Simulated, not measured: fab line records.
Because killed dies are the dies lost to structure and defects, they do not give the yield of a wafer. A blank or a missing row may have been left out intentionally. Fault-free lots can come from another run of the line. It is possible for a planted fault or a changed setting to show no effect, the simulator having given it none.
Comparing a struck lot with a sound one -- flow sky130 -- 16 steps out of a route of 708
Sound: wafers L164.1, L164.2, L164.5. Wafers struck: L175.1, L175.3, L175.4. Last of all comes the cause.
For every step that has rows: the tool of each side, followed by ch and its chambers, followed by its first start. Under that, the readings that differ: sound wafers -- struck wafers -- difference of the means -- sigmas: that difference in standard deviations of wafers without a fault.
alike: words and numbers the same on both sides, and readings whose means are apart by under 2 such deviations; not compared: readings that were withheld, readings missing a value for some wafer, numbers with overlapping values and no deviation given by the record, and bounds like >300 which may hide the same value.
The two part at a step that has a row with sigmas, a row that says differs or no value, or rows on one side only. Numbers that don't overlap but have no deviation are shown without sigmas and don't part them. Lack of a reading on every wafer of one side parts them only where that side has two or more wafers.

SKY_VIA1_CMP_02: polishes SiO2.
  sound on cmp-01 ch 0,2,3, day 36 01:14; struck on cmp-01 ch 0,2,3, day 39 08:33
  alike: head pressure psi, motor current A
SKY_VIA1_BOW_MEAS_03:
  sound: film metro-03 at day 36 01:32; struck: film metro-04 at day 39 08:48
  alike: VIA1_BOW
then, 8 steps without rows for these wafers: SKY_VIA1_DEHYDRATE_04 (time 60 s); SKY_VIA1_HMDS_05 (prime time 60 s); SKY_VIA1_COAT_06 (resist thk 60 nm); SKY_VIA1_COAT_07 (resist thk 450 nm); SKY_VIA1_SOFTBAKE_08 (time 90 s); SKY_VIA1_EXPOSE_09 (exposes mask VIM, target cd 150 nm); SKY_VIA1_PEB_10; SKY_VIA1_DEVELOP_11 (develop time 60 s).
SKY_VIA1_CD_MEAS_12: the cd target is 150 nm.
  sound: cd sem-02 at day 37 03:50; struck: cd sem-02 at day 40 09:31
  alike: cd nm
SKY_VIA1_OVL_MEAS_13:
  sound: overlay-02 at day 37 03:57; struck: overlay-01 at day 40 09:38
reading,sound,struck,difference,sigmas
VIA1_OVL (nm),-2 -6 -5,9 9 5,+12,+2
SKY_VIA1_ETCH_14: etches BARC in N2/H2, stops on SiO2, time 45.9 s, target depth 60 nm.
  sound on rie diel-03 ch 1,3, day 37 03:59; struck on rie diel-03 ch 0,2, day 40 09:40
reading,sound,struck,difference,sigmas
oes product au (a.u.),0.851 0.859 0.849,0.921 0.924 0.915,+0.067,+13
rf fwd power W (W),497.4 497.8 498.6,- - -,no value on the struck wafers,
run length s (s),74.8 74.1 74.3,71.0 70.7 71.2,-3.4,-9
model.KrF-thick_of_VIA1_COAT_07.thk nm (nm),393 393 391.8,397.5 396.7 398.1,+4.8,
  alike: drypump motor current A, throttle valve pct
  not compared: rf hours counter h
SKY_VIA1_ETCH_15: etches SiO2 in C4F8/O2/Ar, stops on TiN, target depth 351 nm, time 55.82 s.
  sound on rie diel-03 ch 1,3, day 37 04:02; struck on rie diel-03 ch 0,2, day 40 09:43
reading,sound,struck,difference,sigmas
model.KrF-thick_of_VIA1_COAT_07.thk nm (nm),320 321 319.7,327.4 323.7 327.7,+6.0,
  alike: oes product au, run length s
  not compared: rf hours counter h
SKY_VIA1_STRIP_16: strips in O2/N2.
  sound on plasma asher-03 ch 0,1, day 37 04:05; struck on plasma asher-03 ch 0,1, day 40 09:46
reading,sound,struck,difference,sigmas
strip time to endpoint s (s),4.427 4.443 4.419,4.500 4.465 4.517,+0.064,+3
  alike: drypump motor current A, oes product au
  not compared: rf hours counter h
-- the record jumps here: 10 days lie between the struck wafers' starts before and after (it left off in module VIA1 and takes up again in module PAD_OPEN, whose first step shown is number 708 of the route) --
SKY_PAD_OPEN_PROBE_99:
  sound: prober-02 at day 48 06:37; struck: prober-01 at day 50 14:57
reading,sound,struck,difference,sigmas
defect limited yield (%),86.2 84.3 81.5,79.3 83.1 78.0,-3.9,-2
killed dies,68 77 91,102 83 108,+19,+2
sort n pass,424 415 401,390 409 384,-19,-2
sort yield pct (%),86.2 84.3 81.5,79.3 83.1 78.0,-3.9,-2
  alike: killed_at_M0_to_M3, killed_at_M4_up, killed at contacts, killed at front end, killed at other, killed open, killed short, sort_bin_3_pad_short, sort_bin_5_function, sort_bin_6_memory

== WHERE THEY PART ==
At SKY_VIA1_OVL_MEAS_13 first; at SKY_PAD_OPEN_PROBE_99 last (within this record only).

WHY: what had been put in by the simulator
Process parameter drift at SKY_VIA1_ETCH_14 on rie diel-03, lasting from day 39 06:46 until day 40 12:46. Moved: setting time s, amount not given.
